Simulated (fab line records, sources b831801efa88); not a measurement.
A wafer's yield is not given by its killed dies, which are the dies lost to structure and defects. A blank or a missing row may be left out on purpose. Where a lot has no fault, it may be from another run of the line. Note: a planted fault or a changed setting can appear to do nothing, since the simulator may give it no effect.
What tool caused it? || flow sky130 || 36 wafers from 12 lots sampled at 3 of the route's 708 steps

== WHAT EACH GAUGE READ, for each wafer ==
SKY_METAL3_OVL_MEAS_14.
{"lot": "L423", "measured": "day 38 15:26", "on": "overlay-02", "METAL3_OVL (nm)": "-1 -2 2"}
{"lot": "L424", "measured": "day 39 00:55", "on": "overlay-02", "METAL3_OVL (nm)": "-5 5 2"}
{"lot": "L428", "measured": "day 40 15:35", "on": "overlay-01", "METAL3_OVL (nm)": "7 -1 0"}
{"lot": "L432", "measured": "day 41 11:35", "on": "overlay-02", "METAL3_OVL (nm)": "3 -2 -2"}
{"lot": "L433", "measured": "day 41 20:48", "on": "overlay-02", "METAL3_OVL (nm)": "-5 -5 -2"}
{"lot": "L435", "measured": "day 42 08:46", "on": "overlay-01", "METAL3_OVL (nm)": "-2 -1 4"}
{"lot": "L436", "measured": "day 42 09:29", "on": "overlay-01", "METAL3_OVL (nm)": "12 13 13"}
{"lot": "L440", "measured": "day 43 16:22", "on": "overlay-02", "METAL3_OVL (nm)": "7 9 6"}
{"lot": "L441", "measured": "day 43 21:07", "on": "overlay-01", "METAL3_OVL (nm)": "-9 -12 -12"}
{"lot": "L443", "measured": "day 44 19:10", "on": "overlay-01", "METAL3_OVL (nm)": "1 5 5"}
{"lot": "L445", "measured": "day 44 23:55", "on": "overlay-01", "METAL3_OVL (nm)": "5 5 -3"}
{"lot": "L446", "measured": "day 45 04:56", "on": "overlay-01", "METAL3_OVL (nm)": "-1 0 0"}

SKY_VIA3_THK_MEAS_01.
{"lot": "L423", "measured": "day 38 16:37", "on": "film metro-03", "VIA3_HDPCVD_THK (nm)": "1628 1631 1625"}
{"lot": "L424", "measured": "day 39 02:02", "on": "film metro-04", "VIA3_HDPCVD_THK (nm)": "1630 1629 1619"}
{"lot": "L428", "measured": "day 40 16:48", "on": "film metro-03", "VIA3_HDPCVD_THK (nm)": "1626 1628 1607"}
{"lot": "L432", "measured": "day 41 12:42", "on": "film metro-03", "VIA3_HDPCVD_THK (nm)": "1647 1636 1624"}
{"lot": "L433", "measured": "day 41 22:16", "on": "film metro-04", "VIA3_HDPCVD_THK (nm)": "1644 1656 1622"}
{"lot": "L435", "measured": "day 42 09:54", "on": "film metro-02", "VIA3_HDPCVD_THK (nm)": "1630 1617 1625"}
{"lot": "L436", "measured": "day 42 10:37", "on": "film metro-02", "VIA3_HDPCVD_THK (nm)": "1638 1650 1630"}
{"lot": "L440", "measured": "day 43 17:30", "on": "film metro-04", "VIA3_HDPCVD_THK (nm)": "1589 1617 1590"}
{"lot": "L441", "measured": "day 43 22:14", "on": "film metro-02", "VIA3_HDPCVD_THK (nm)": "1605 1628 1602"}
{"lot": "L443", "measured": "day 44 20:20", "on": "film metro-04", "VIA3_HDPCVD_THK (nm)": "1613 1648 1604"}
{"lot": "L445", "measured": "day 45 01:06", "on": "film metro-03", "VIA3_HDPCVD_THK (nm)": "1632 1627 1641"}
{"lot": "L446", "measured": "day 45 06:06", "on": "film metro-03", "VIA3_HDPCVD_THK (nm)": "1628 1609 1619"}

== EACH LOT AND THE TOOL THAT RAN IT (in order: tool; ch and the chambers of the sampled wafers; start) ==
{"lot": "L423", "SKY_METAL3_ETCH_16": "rie metal-02 ch 0,1, day 38 15:30"}
{"lot": "L424", "SKY_METAL3_ETCH_16": "rie metal-02 ch 0,1, day 39 00:59"}
{"lot": "L428", "SKY_METAL3_ETCH_16": "rie metal-01 ch 0,1, day 40 15:39"}
{"lot": "L432", "SKY_METAL3_ETCH_16": "rie metal-01 ch 0,1, day 41 11:39"}
{"lot": "L433", "SKY_METAL3_ETCH_16": "rie metal-01 ch 0,1, day 41 20:53"}
{"lot": "L435", "SKY_METAL3_ETCH_16": "rie metal-03 ch 0,1, day 42 08:52"}
{"lot": "L436", "SKY_METAL3_ETCH_16": "rie metal-03 ch 0, day 42 09:33"}
{"lot": "L440", "SKY_METAL3_ETCH_16": "rie metal-03 ch 0,1, day 43 16:28"}
{"lot": "L441", "SKY_METAL3_ETCH_16": "rie metal-03 ch 0,1, day 43 21:11"}
{"lot": "L443", "SKY_METAL3_ETCH_16": "rie metal-03 ch 0,1, day 44 19:14"}
{"lot": "L445", "SKY_METAL3_ETCH_16": "rie metal-02 ch 0,1, day 44 23:59"}
{"lot": "L446", "SKY_METAL3_ETCH_16": "rie metal-01 ch 0,1, day 45 05:01"}
- SKY_METAL3_ETCH_16: etches BARC in N2/H2, stops on SiO2, time 88.2 s, target depth 60 nm.

== AS READ BY THE TOOLS THEMSELVES (means over the sampled wafers that have a number; for cases with no such wafer, the mark the record gives instead) ==
SKY_METAL3_ETCH_16.
{"lot": "L423", "tool": "rie metal-02", "drypump motor current A (A)": 6.3, "he backside leak sccm (sccm)": 3.30, "oes product au (a.u.)": 0.628, "run length s (s)": 117.1, "throttle valve pct (%)": 13.202}
{"lot": "L424", "tool": "rie metal-02", "drypump motor current A (A)": 6.2, "he backside leak sccm (sccm)": 3.29, "oes product au (a.u.)": 0.623, "run length s (s)": 116.8, "throttle valve pct (%)": 13.208}
{"lot": "L428", "tool": "rie metal-01", "drypump motor current A (A)": 6.2, "he backside leak sccm (sccm)": 3.41, "oes product au (a.u.)": 0.625, "run length s (s)": 116.3, "throttle valve pct (%)": 13.212}
{"lot": "L432", "tool": "rie metal-01", "drypump motor current A (A)": 5.8, "he backside leak sccm (sccm)": 3.12, "oes product au (a.u.)": 0.628, "run length s (s)": 116.4, "throttle valve pct (%)": 13.201}
{"lot": "L433", "tool": "rie metal-01", "drypump motor current A (A)": 6.2, "he backside leak sccm (sccm)": 3.50, "oes product au (a.u.)": 0.627, "run length s (s)": 116.5, "throttle valve pct (%)": 13.206}
{"lot": "L435", "tool": "rie metal-03", "drypump motor current A (A)": 5.7, "he backside leak sccm (sccm)": 3.54, "oes product au (a.u.)": 0.629, "run length s (s)": 116.5, "throttle valve pct (%)": 13.210}
{"lot": "L436", "tool": "rie metal-03", "drypump motor current A (A)": 5.4, "he backside leak sccm (sccm)": 3.55, "oes product au (a.u.)": 0.629, "run length s (s)": 116.4, "throttle valve pct (%)": 13.189}
{"lot": "L440", "tool": "rie metal-03", "drypump motor current A (A)": 6.0, "he backside leak sccm (sccm)": 3.55, "oes product au (a.u.)": 0.629, "run length s (s)": 116.6, "throttle valve pct (%)": 13.209}
{"lot": "L441", "tool": "rie metal-03", "drypump motor current A (A)": 5.8, "he backside leak sccm (sccm)": 3.48, "oes product au (a.u.)": 0.627, "run length s (s)": 116.6, "throttle valve pct (%)": 13.203}
{"lot": "L443", "tool": "rie metal-03", "drypump motor current A (A)": 6.0, "he backside leak sccm (sccm)": 3.55, "oes product au (a.u.)": 0.625, "run length s (s)": 116.9, "throttle valve pct (%)": 13.211}
{"lot": "L445", "tool": "rie metal-02", "drypump motor current A (A)": 6.3, "he backside leak sccm (sccm)": 3.29, "oes product au (a.u.)": 0.618, "run length s (s)": 116.7, "throttle valve pct (%)": 13.198}
{"lot": "L446", "tool": "rie metal-01", "drypump motor current A (A)": 6.1, "he backside leak sccm (sccm)": 3.33, "oes product au (a.u.)": 0.625, "run length s (s)": 116.5, "throttle valve pct (%)": 13.202}

== THE ANSWER, worked out from the rows above alone ==
Rule: the usual values come from the lots themselves. The widest of any qualifying gaps counts: lots, ordered by their means at a reading, are off when they make up no more than a third of the lots, leave a main group of 4 or more, and stand apart from it by 3 or more times the standard deviation of that group's means. A main group whose means are all the same, to the digits that the tables above print for the reading, isn't used. A lot without any number at a reading at which 4 lots or more have one is off too. Any other lot the step has rows for is counted as sound. The gauges are gone through in route order, then the tools' own readings, and for those a lot's mean is taken as printed above. At the first step where some lot is off, the reading lying furthest off is the one used; lots without a number count as furthest.
Nothing can be told from this: no lot is off at any reading shown.

== WHAT WAS PUT IN BY THE SIMULATOR ==
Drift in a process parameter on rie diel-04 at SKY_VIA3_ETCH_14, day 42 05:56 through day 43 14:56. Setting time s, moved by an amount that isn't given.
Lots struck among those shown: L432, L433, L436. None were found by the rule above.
